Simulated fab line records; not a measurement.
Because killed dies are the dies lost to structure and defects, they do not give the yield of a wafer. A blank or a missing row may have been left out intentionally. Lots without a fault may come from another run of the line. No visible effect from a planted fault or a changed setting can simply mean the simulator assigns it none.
Which tool was responsible?    flow sky130    Sampling: 13 lots, 39 wafers, 5 of 708 route steps

WHAT THE GAUGES READ, wafer by wafer
The record lacks any reading of a measuring or inspecting step that a usual standard deviation could be used to judge.

TOOL THAT RAN EACH LOT (tool first, then ch and the chambers of the sampled wafers, then the start)
lot   SKY_VIA1_SPUTTER_20           SKY_VIA1_CVD_21                SKY_METAL2_SPUTTER_00         SKY_METAL2_SOFTBAKE_11             SKY_PAD_OPEN_PROBE_99
L876  pvd_sputter-04, day 34 04:22  cvd_w-02 ch 0,1, day 34 04:25  pvd_sputter-04, day 34 04:59  litho_track-02 ch 0, day 34 18:00  prober-01, day 45 21:14
L877  pvd_sputter-02, day 34 11:02  cvd_w-01 ch 0,1, day 34 11:08  pvd_sputter-03, day 34 11:40  litho_track-02 ch 0, day 35 00:00  -
L879  pvd_sputter-02, day 34 22:50  cvd_w-01 ch 0,1, day 34 22:53  pvd_sputter-03, day 34 23:28  litho_track-01 ch 0, day 35 12:00  prober-02, day 46 13:20
L881  pvd_sputter-01, day 35 16:16  cvd_w-01 ch 0,1, day 35 16:19  pvd_sputter-03, day 35 16:54  litho_track-02 ch 0, day 36 05:00  prober-02, day 47 02:57
L882  pvd_sputter-02, day 35 23:55  cvd_w-01 ch 0,1, day 35 23:58  pvd_sputter-03, day 36 00:32  litho_track-02 ch 0, day 36 13:00  prober-01, day 47 08:24
L883  pvd_sputter-02, day 36 11:17  cvd_w-01 ch 0,1, day 36 11:20  pvd_sputter-04, day 36 11:55  litho_track-02 ch 0, day 37 01:00  -
L884  pvd_sputter-01, day 36 19:47  cvd_w-02 ch 0,1, day 36 19:50  pvd_sputter-03, day 36 20:25  litho_track-02 ch 0, day 37 08:00  -
L885  pvd_sputter-01, day 37 07:58  cvd_w-01 ch 0,1, day 37 08:02  pvd_sputter-01, day 37 08:36  litho_track-02 ch 0, day 37 22:00  prober-02, day 48 09:51
L888  pvd_sputter-02, day 37 19:27  cvd_w-01 ch 1, day 37 19:31    pvd_sputter-04, day 37 20:05  litho_track-04 ch 0, day 38 09:00  prober-01, day 48 18:46
L892  pvd_sputter-04, day 39 06:26  cvd_w-02 ch 0,1, day 39 06:32  pvd_sputter-04, day 39 07:04  litho_track-02 ch 0, day 39 19:00  prober-01, day 49 19:11
L894  pvd_sputter-04, day 39 18:23  cvd_w-02 ch 0,1, day 39 18:29  pvd_sputter-03, day 39 19:01  litho_track-02 ch 0, day 40 07:00  prober-01, day 50 03:27
L895  pvd_sputter-04, day 39 22:59  cvd_w-02 ch 0,1, day 39 23:03  pvd_sputter-04, day 39 23:37  litho_track-01 ch 0, day 40 12:00  prober-02, day 50 04:31
L899  pvd_sputter-02, day 40 19:34  cvd_w-01 ch 0,1, day 40 19:40  pvd_sputter-03, day 40 20:12  litho_track-01 ch 0, day 41 08:00  -
- SKY_VIA1_SPUTTER_20: material TiN, target thk 20 nm, time 80 s.
- SKY_VIA1_CVD_21: deposits W, target thk 270 nm, time 80.902 s.
- SKY_METAL2_SPUTTER_00: material Ti, target thk 15 nm, time 10 s.
- SKY_METAL2_SOFTBAKE_11: time 90 s.
- SKY_PAD_OPEN_PROBE_99

WHAT THE TOOLS THEMSELVES READ (means of the sampled wafers that have a number; where no wafer has one, the mark that the record gives instead)
SKY_VIA1_SPUTTER_20. Usual: throttle_valve_pct 30.6 %, standard deviation 0.93.
lot   tool            throttle_valve_pct (%)  flag
L876  pvd_sputter-04  29.7                    
L877  pvd_sputter-02  31.4                    
L879  pvd_sputter-02  31.2                    
L881  pvd_sputter-01  29.7                    
L882  pvd_sputter-02  31.0                    
L883  pvd_sputter-02  31.2                    
L884  pvd_sputter-01  29.9                    
L885  pvd_sputter-01  31.4                    
L888  pvd_sputter-02  31.1                    
L892  pvd_sputter-04  30.3                    
L894  pvd_sputter-04  30.5                    
L895  pvd_sputter-04  30.7                    
L899  pvd_sputter-02  30.4                    

SKY_VIA1_CVD_21. Usual: heater_power_w 937 W, standard deviation 84.
lot   tool      heater_power_w (W)  flag
L876  cvd_w-02  868                 
L877  cvd_w-01  967                 
L879  cvd_w-01  980                 
L881  cvd_w-01  954                 
L882  cvd_w-01  981                 
L883  cvd_w-01  970                 
L884  cvd_w-02  862                 
L885  cvd_w-01  991                 
L888  cvd_w-01  1010                
L892  cvd_w-02  950                 
L894  cvd_w-02  888                 
L895  cvd_w-02  936                 
L899  cvd_w-01  905                 

SKY_METAL2_SPUTTER_00. Usual: throttle_valve_pct 30.7 %, standard deviation 1.2.
lot   tool            throttle_valve_pct (%)  flag
L876  pvd_sputter-04  31.0                    
L877  pvd_sputter-03  31.8                    
L879  pvd_sputter-03  31.2                    
L881  pvd_sputter-03  32.0                    
L882  pvd_sputter-03  30.7                    
L883  pvd_sputter-04  30.6                    
L884  pvd_sputter-03  30.8                    
L885  pvd_sputter-01  30.0                    
L888  pvd_sputter-04  30.7                    
L892  pvd_sputter-04  29.5                    
L894  pvd_sputter-03  31.2                    
L895  pvd_sputter-04  30.0                    
L899  pvd_sputter-03  31.2                    

SKY_METAL2_SOFTBAKE_11. Usual: heater_power_total_W 56.84 W, standard deviation 0.12; run_length_s 119.18 s, standard deviation 0.12.
lot   tool            heater_power_total_W (W)  run_length_s (s)  flag
L876  litho_track-02  56.77                     119.16            
L877  litho_track-02  56.91                     119.30            
L879  litho_track-01  56.75                     119.12            
L881  litho_track-02  56.82                     119.16            
L882  litho_track-02  56.75                     119.20            
L883  litho_track-02  56.90                     119.28            
L884  litho_track-02  56.79                     119.22            
L885  litho_track-02  56.88                     119.29            
L888  litho_track-04  56.71                     119.10            
L892  litho_track-02  58.16                     113.20            OFF
L894  litho_track-02  58.21                     113.23            OFF
L895  litho_track-01  56.79                     119.19            
L899  litho_track-01  56.84                     119.12            

SKY_PAD_OPEN_PROBE_99. Usual: defect_limited_yield 82.3 %, standard deviation 1.9; killed_at_M0_to_M3 44, standard deviation 7.4; killed_at_M4_up 3.2, standard deviation 1.8; killed_at_contacts 25, standard deviation 5.2; killed_at_front_end 15, standard deviation 4.5; killed_at_other 0.2, standard deviation 0.43; killed_dies 87, standard deviation 9.6; killed_open 48, standard deviation 7.6; killed_short 40, standard deviation 5.7; sort_bin_3_pad_short 0.9 %, standard deviation 0.45; sort_bin_5_function 10.5 %, standard deviation 1.5; sort_bin_6_memory 6.3 %, standard deviation 1.2; sort_n_pass 405, standard deviation 9.6; sort_yield_pct 82.3 %, standard deviation 1.9.
lot   tool       defect_limited_yield (%)  killed_at_M0_to_M3  killed_at_M4_up  killed_at_contacts  killed_at_front_end  killed_at_other  killed_dies  killed_open  killed_short  sort_bin_3_pad_short (%)  sort_bin_5_function (%)  sort_bin_6_memory (%)  sort_n_pass  sort_yield_pct (%)  flag
L876  prober-01  82.9                      46                  2.0              24                  12                   0.3              84           43           41            1.2                       10.0                     5.9                    408          82.9                
L879  prober-02  82.2                      41                  3.3              28                  16                   0.0              87           45           42            1.0                       10.3                     6.4                    405          82.2                
L881  prober-02  81.8                      45                  4.0              24                  16                   0.0              89           46           44            1.0                       9.9                      7.2                    403          81.8                
L882  prober-01  81.0                      51                  3.3              24                  15                   0.3              93           49           44            0.9                       10.7                     7.3                    399          81.0                
L885  prober-02  81.1                      54                  0.0              28                  11                   0.0              93           52           41            1.2                       11.8                     5.9                    399          81.1                
L888  prober-01  82.9                      50                  1.3              20                  13                   0.0              84           48           36            0.8                       9.9                      6.3                    408          82.9                
L892  prober-01  82.2                      45                  4.0              26                  13                   0.0              87           50           38            0.7                       11.2                     5.9                    405          82.2                
L894  prober-01  81.2                      44                  5.0              24                  18                   0.7              92           51           42            0.8                       10.0                     8.0                    400          81.2                
L895  prober-02  83.4                      43                  2.0              25                  11                   0.0              81           46           36            0.8                       9.2                      6.5                    411          83.4                

THE ANSWER, worked out from the rows above alone
Rule: a lot is off if the mean of its wafers that have a number lies more than 3 standard deviations from the usual mean. Also off: a lot with no number at a reading for which 4 or more lots have one. Any other lot the step has rows for is counted as sound. After the gauges, taken in route order, come the tools' own readings; for these a lot's mean is taken, as printed above. At the first step where some lot is off, the reading lying furthest off is the one used; lots without a number count as furthest.
Off: L892, L894, at SKY_METAL2_SOFTBAKE_11 (run_length_s).
A tool fits if, at that step or a process step before it, it ran every lot that is off, and no sound lot after the first of them. One candidate fits, namely litho_track-02 at SKY_METAL2_SOFTBAKE_11. A fault onset in the window from L885 (day 37 22:00, its last sound lot) to L892 (day 39 19:00, its first lot off) fits.
The tool's own readings at SKY_METAL2_SOFTBAKE_11 bear it out: on the lots that are off they differ by more than 5 times the standard deviation of the sound lots' means. heater_power_total_W reads 58.19 W there against 56.81 W on the sound lots; run_length_s reads 113.22 s there against 119.19 s on the sound lots.

WHAT THE SIMULATOR HAD INSERTED
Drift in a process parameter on litho_track-02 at SKY_METAL2_SOFTBAKE_11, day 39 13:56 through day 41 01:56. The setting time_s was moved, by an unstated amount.
Struck lots among those shown: L892, L894. The rule above reached the same finding.
